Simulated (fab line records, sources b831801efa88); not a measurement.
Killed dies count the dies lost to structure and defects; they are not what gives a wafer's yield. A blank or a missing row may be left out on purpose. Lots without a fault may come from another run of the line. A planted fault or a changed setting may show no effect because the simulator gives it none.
fab line records	flow gf180mcu
record: lots: 14	wafers: 42	lastDay: 34
route steps=602 shown V4@502 MIM@522 M5@531
lots that met no fault: taken from a fault-free run of the same line
startH: the number of hours between the record's first day and the start of the first shown wafer of the lot	waitH: hours since the lot's step before	" the same as in the row above	L1.1+2: one row covering several wafers at once	- no value, or no start given	* or withheld: withheld	< > ~ a bound
route shown NAME@n: NAME is a module with steps in the file, n the number in the route of the first one	usual: mean/standard deviation of fault-free wafers	same: alike in all rows	chamber/n: place in a boat	sites: readings site by site	_std_site: standard deviation across them	_edge_site: mean of outer sites minus mean of inner sites	radiusMm: for every site, how far away it sits from the centre of the wafer	mask NAME#n: copy n	behind: the tool/chamber that last shaped the wafer	hold: the reason the lot was held/the length of the hold in hours/how it ended	device: the transistor (n, p or np) that didn't switch	end of line: the same wafers' tests at the end of the route	a step without rows: its recipe alone	killed: dies lost to structure and defects at the first sort, not the wafer's yield	map: per-die view of a wafer (x killed, . not killed, _ where there is no die)
set.NAME: the setting the step ran with; set.NAME@STEP: the setting that earlier step ran with	model.NAME: the simulator's own value behind a step, which no gauge read
steps of the route over a sample of lots; a table a step, a row a wafer
services: a tool's chamber out of use, with start hour (startH, from the record's first day; less than 0 if before it), hours out, and reason
== steps ==
step: GF_V4_CMP_26
recipe: stopOn: SiO2	downForcePsi: 3.5	platenRpm: 60	tOverpolishS: 15	targetThkNm: 0	padVelocityMS: 0.94248
usual: edgeZonePressureFrac: 1.000/0.0053	motorCurrentA: 11.1/1.2	overpolishRunS: 15.000/0.0086	timeToEndpointS: 83/3.4
lot.wafer	tool	chamber	startH	waitH	edgeZonePressureFrac	motorCurrentA	overpolishRunS	timeToEndpointS
L958.2	cmp-01	1	575.72	1.7	1.006	10.9	15.009	80
L958.4	"	2	"	"	1.001	12.0	15.016	88
L958.6	"	2	"	"	0.998	11.8	14.999	84
L962.3	cmp-02	2	606.87	0.0	0.993	13.1	15.005	80
L962.2	"	1	"	"	1.002	9.1	14.988	91
L962.5	"	3	"	"	1.000	11.8	14.998	86
L963.4	cmp-01	1	612.31	0.1	0.996	11.2	14.998	82
L963.2	"	2	"	"	1.004	12.1	14.999	83
L963.1	"	3	"	"	1.005	10.5	15.006	87
L964.1	cmp-02	2	629.56	0.1	0.999	12.7	15.004	82
L964.4	"	3	"	"	1.005	12.0	14.997	84
L964.2	"	1	"	"	1.008	9.4	14.998	84
L965.2	cmp-01	3	634.14	0.1	0.991	10.3	14.992	87
L965.1	"	0	"	"	1.004	10.4	15.004	84
L965.5	"	2	"	"	0.996	12.8	15.000	81
L967.3	cmp-01	0	644.95	0.1	0.989	10.2	14.992	83
L967.4	"	2	"	"	0.994	11.9	15.009	85
L967.6	"	3	"	"	0.995	10.2	14.997	88
L968.1	cmp-02	2	652.39	0.1	1.003	12.5	15.005	80
L968.4	"	1	"	"	0.995	8.6	15.003	88
L968.6	"	3	"	"	1.001	12.6	14.999	82
L969.2	cmp-01	1	658.90	0.1	0.997	10.4	15.001	78
L969.3	"	2	"	"	0.993	12.5	14.996	81
L969.4	"	3	"	"	0.991	10.8	14.995	84
L975.2	cmp-01	0	705.47	0.0	1.000	10.5	14.993	79
L975.4	"	3	"	"	0.996	10.8	14.993	80
L975.6	"	1	"	"	1.004	10.5	14.993	77
L974.4	cmp-01	1	706.04	0.0	0.998	11.3	15.007	77
L974.3	"	2	"	"	1.000	11.8	14.998	80
L974.5	"	2	"	"	1.003	12.0	14.995	84
L976.2	cmp-02	2	710.75	0.1	1.001	12.4	15.009	85
L976.1	"	0	"	"	0.993	10.3	15.012	87
L976.6	"	1	"	"	0.994	9.1	15.007	91
L979.3	cmp-01	1	727.74	0.1	0.999	10.7	14.991	85
L979.6	"	3	"	"	1.008	10.3	15.004	88
L979.5	"	0	"	"	1.003	10.1	14.988	88
L978.2	cmp-02	0	729.99	0.1	1.001	10.6	15.018	81
L978.5	"	2	"	"	1.001	13.2	15.002	79
L978.6	"	3	"	"	0.998	12.4	14.994	82
L980.4	cmp-01	2	734.74	0.1	1.004	12.4	15.027	80
L980.3	"	3	"	"	0.994	10.6	14.990	83
L980.5	"	0	"	"	0.990	10.2	14.997	81
step: GF_MIM_METAL_ETCH_19
recipe: chemistry: Cl2/BCl3	maskMaterial: NOVOLAK	stopOn: Si3N4	targetDepthNm: 324.5	pressureMtorr: 8	icpW: 800	biasW: 140	Cl2_flow_sccm: 80	bcl3FlowSccm: 40	timeS: 54.1
usual: drypumpMotorCurrentA: 5.82/0.15	oesProductAu: 0.941/0.0065	throttleValvePct: 28.283/0.011
lot.wafer	tool	chamber	startH	waitH	drypumpMotorCurrentA	oesProductAu	rfHoursCounterH	throttleValvePct
L958.2	rieMetal-02	0	597.82	0.1	5.72	0.943	5	28.263
L958.4	"	0	"	"	5.74	0.942	-	28.277
L958.6	"	0	"	"	5.73	0.956	-	28.281
L962.2	rieMetal-02	1	628.27	0.1	5.63	0.940	12	28.301
L962.3	"	1	"	"	5.68	0.954	-	28.290
L962.5	"	0	"	"	5.73	0.946	-	28.271
L963.1	rieMetal-04	0	633.53	0.1	6.07	0.939	11	28.280
L963.2	"	0	"	"	6.05	0.936	-	28.298
L963.4	"	0	"	"	6.04	0.933	-	28.298
L964.1	rieMetal-04	0	650.48	0.1	6.04	0.930	12	28.274
L964.2	"	1	"	"	5.94	0.927	13	28.286
L964.4	"	0	"	"	6.02	0.944	-	28.278
L965.1	rieMetal-04	1	654.33	0.1	5.95	0.938	13	28.276
L965.2	"	0	"	"	6.04	0.953	12	28.269
L965.5	"	0	"	"	6.04	0.936	-	28.293
L967.3	rieMetal-03	1	665.08	0.1	5.73	0.932	-	28.282
L967.4	"	1	"	"	5.74	0.944	-	28.286
L967.6	"	1	"	"	5.73	0.935	-	28.300
L968.1	rieMetal-03	0	672.78	0.1	5.87	0.947	0	28.270
L968.4	"	0	"	"	5.86	0.947	-	28.269
L968.6	"	1	"	"	5.74	0.948	-	28.272
L969.2	rieMetal-03	1	679.58	0.1	5.71	0.933	15	28.303
L969.3	"	0	"	"	5.86	0.950	-	28.265
L969.4	"	1	"	"	5.72	0.945	-	28.295
L975.2	rieMetal-02	0	723.33	0.1	5.73	0.934	7	28.290
L975.4	"	1	"	"	5.69	0.945	-	28.278
L975.6	"	0	"	"	5.75	0.940	-	28.293
L974.3	rieMetal-02	1	724.39	0.1	5.65	0.936	-	28.282
L974.4	"	0	"	"	5.73	0.944	-	28.275
L974.5	"	1	"	"	5.66	0.927	-	28.289
L976.1	rieMetal-04	0	729.27	0.1	6.06	0.951	15	28.292
L976.2	"	0	"	"	6.04	0.935	-	28.276
L976.6	"	0	"	"	6.04	0.948	-	28.288
L979.3	rieMetal-04	0	745.57	0.1	6.03	0.945	-	28.281
L979.5	"	0	"	"	6.03	0.933	-	28.282
L979.6	"	0	"	"	6.03	0.940	-	28.281
L978.2	rieMetal-02	1	747.83	0.1	5.67	0.948	5	28.282
L978.5	"	0	"	"	5.74	0.936	-	28.283
L978.6	"	1	"	"	5.62	0.937	-	28.300
L980.3	rieMetal-02	1	752.81	0.1	5.69	0.944	-	28.281
L980.4	"	0	"	"	5.73	0.929	-	28.292
L980.5	"	1	"	"	5.66	0.945	-	28.291
step: GF_M5_PEB_05
recipe: pebTempC: 135	pebTimeS: 90	resist: KrF
usual: chillPlateTempC: 23.00/0.093	exhaustPa: 44.8/0.94	plateTempC: 135.00/0.13
lot.wafer	tool	chamber	startH	waitH	chillPlateTempC	exhaustPa	plateTempC
L958.2	lithoTrack-04	0	619.17	-	22.92	45.7	135.02
L958.4	"	0	"	"	22.95	45.0	134.71
L958.6	"	0	"	"	23.04	46.0	135.02
L962.2	lithoTrack-01	0	649.24	-	23.08	43.0	134.99
L962.3	"	0	"	"	22.87	44.2	135.03
L962.5	"	0	"	"	23.03	45.4	134.91
L963.1	lithoTrack-03	0	653.57	-	22.97	43.4	135.04
L963.2	"	0	"	"	23.00	43.5	134.80
L963.4	"	0	"	"	23.09	44.9	135.15
L964.1	lithoTrack-03	0	670.07	-	23.01	45.9	135.00
L964.2	"	0	"	"	23.06	45.3	135.11
L964.4	"	0	"	"	23.05	47.1	134.83
L965.1	lithoTrack-03	0	672.97	-	23.02	43.9	135.02
L965.2	"	0	"	"	22.97	45.3	134.88
L965.5	"	0	"	"	22.91	45.7	134.95
L967.3	lithoTrack-04	0	684.80	-	22.99	44.4	135.06
L967.4	"	0	"	"	23.03	44.5	135.01
L967.6	"	0	"	"	23.18	45.4	135.12
L968.1	lithoTrack-01	0	692.01	-	22.92	45.4	135.28
L968.4	"	0	"	"	22.85	44.8	134.97
L968.6	"	0	"	"	23.03	47.1	134.97
L969.2	lithoTrack-03	0	698.75	-	23.12	45.9	135.04
L969.3	"	0	"	"	23.20	43.9	135.05
L969.4	"	0	"	"	23.03	45.7	135.12
L975.2	lithoTrack-03	0	740.90	-	23.08	44.9	135.21
L975.4	"	0	"	"	23.13	44.3	134.93
L975.6	"	0	"	"	23.04	44.0	134.83
L974.3	lithoTrack-03	-	742.24	-	-	-	-
L974.4	"	-	"	"	-	-	-
L974.5	"	-	"	"	-	-	-
L976.1	lithoTrack-01	-	746.66	-	-	-	-
L976.2	"	-	"	"	-	-	-
L976.6	"	-	"	"	-	-	-
L979.3	lithoTrack-03	0	762.44	-	22.96	43.4	135.16
L979.5	"	0	"	"	23.05	43.8	135.02
L979.6	"	0	"	"	23.16	44.5	135.29
L978.2	lithoTrack-03	0	764.30	-	23.00	45.2	135.06
L978.5	"	0	"	"	22.97	44.5	135.21
L978.6	"	0	"	"	22.83	46.1	135.00
L980.3	lithoTrack-03	0	769.34	-	22.90	44.0	134.90
L980.4	"	0	"	"	23.03	44.7	134.72
L980.5	"	0	"	"	23.08	44.9	134.78
step: GF_M5_OVL_MEAS_08
usual: M5_OVL: -1/5.2
lot.wafer	tool	chamber	startH	waitH	M5_OVL[nm]
L958.2	overlay-02	-	619.67	0.1	10
L958.4	"	-	"	"	4
L958.6	"	-	"	"	8
L962.2	overlay-01	-	649.68	0.1	5
L962.3	"	-	"	"	1
L962.5	"	-	"	"	-6
L963.1	overlay-01	-	654.04	0.1	-4
L963.2	"	-	"	"	-7
L963.4	"	-	"	"	4
L964.1	overlay-02	-	670.54	0.1	-1
L964.2	"	-	"	"	3
L964.4	"	-	"	"	6
L965.1	overlay-02	-	673.44	0.1	-10
L965.2	"	-	"	"	-5
L965.5	"	-	"	"	-11
L967.3	overlay-02	-	685.22	0.1	7
L967.4	"	-	"	"	2
L967.6	"	-	"	"	3
L968.1	overlay-01	-	692.56	0.1	-4
L968.4	"	-	"	"	8
L968.6	"	-	"	"	-1
L969.2	overlay-01	-	699.20	0.1	-4
L969.3	"	-	"	"	1
L969.4	"	-	"	"	6
L975.2	overlay-02	-	741.35	0.1	-1
L975.4	"	-	"	"	1
L975.6	"	-	"	"	-4
L974.3	overlay-01	-	742.65	0.1	-
L974.4	"	-	"	"	-
L974.5	"	-	"	"	-
L976.1	overlay-01	-	747.13	0.1	-
L976.2	"	-	"	"	-
L976.6	"	-	"	"	-
L979.3	overlay-01	-	762.85	0.1	-15
L979.5	"	-	"	"	-8
L979.6	"	-	"	"	-10
L978.2	overlay-02	-	764.74	0.1	-10
L978.5	"	-	"	"	-5
L978.6	"	-	"	"	-7
L980.3	overlay-02	-	769.75	0.1	-6
L980.4	"	-	"	"	-1
L980.5	"	-	"	"	-4
== services ==
tool	chamber	startH	hours	kind
cmp-01	-	555.61	18.9	pm
rieMetal-02	1	561.22	17.9	repair
rieMetal-02	-	570.19	1.4	pm
cmp-02	-	572.28	4.0	pm
cmp-01	-	583.67	2.0	repair
cmp-01	-	589.59	3.7	repair
cmp-01	-	602.11	1.7	repair
cmp-02	-	603.08	0.3	repair
cmp-01	-	603.60	2.1	repair
cmp-01	-	608.18	0.6	repair
rieMetal-04	1	630.86	7.6	repair
cmp-02	-	634.53	10.5	repair
rieMetal-04	-	636.00	1.4	pm
rieMetal-02	0	642.35	63.9	repair
cmp-01	-	645.20	5.0	pm
cmp-01	-	647.58	1.3	repair
rieMetal-04	0	680.85	4.1	repair
cmp-02	-	707.28	2.5	pm
cmp-01	-	711.52	2.2	repair
cmp-01	-	720.73	0.5	repair
cmp-01	-	723.14	2.7	repair
cmp-01	-	744.03	4.0	pm
cmp-01	-	760.48	3.7	repair
cmp-01	-	763.57	1.9	repair
== key ==
firstSign: step: GF_M5_PEB_05	reading: toolRecord	direction: missing
effect none on later readings
metAt GF_M5_PEB_05
struckLots L974,L976
laterRowsLeftOut L974.3,L974.4,L974.5,L976.1,L976.2,L976.6
sortLeftOut L974.3,L974.4,L974.5,L976.1,L976.2,L976.6
notActingAt GF_V4_CMP_26,GF_MIM_METAL_ETCH_19,GF_M5_OVL_MEAS_08
onsetBetween 740.90 742.24
fault: kind: skippedStepWhole	tool: lithoTrack-01,lithoTrack-03	chamber: -	onsetH: 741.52	steps: GF_M5_PEB_05	scope: struckLotsOnly
sortLeftOut: the simulated sort isn't trusted on such a fault, so these wafers' sort isn't shown, and their yield isn't known
laterRowsLeftOut: the simulator's readings of these wafers behind a module that went badly wrong aren't trusted and aren't shown, but for the sort
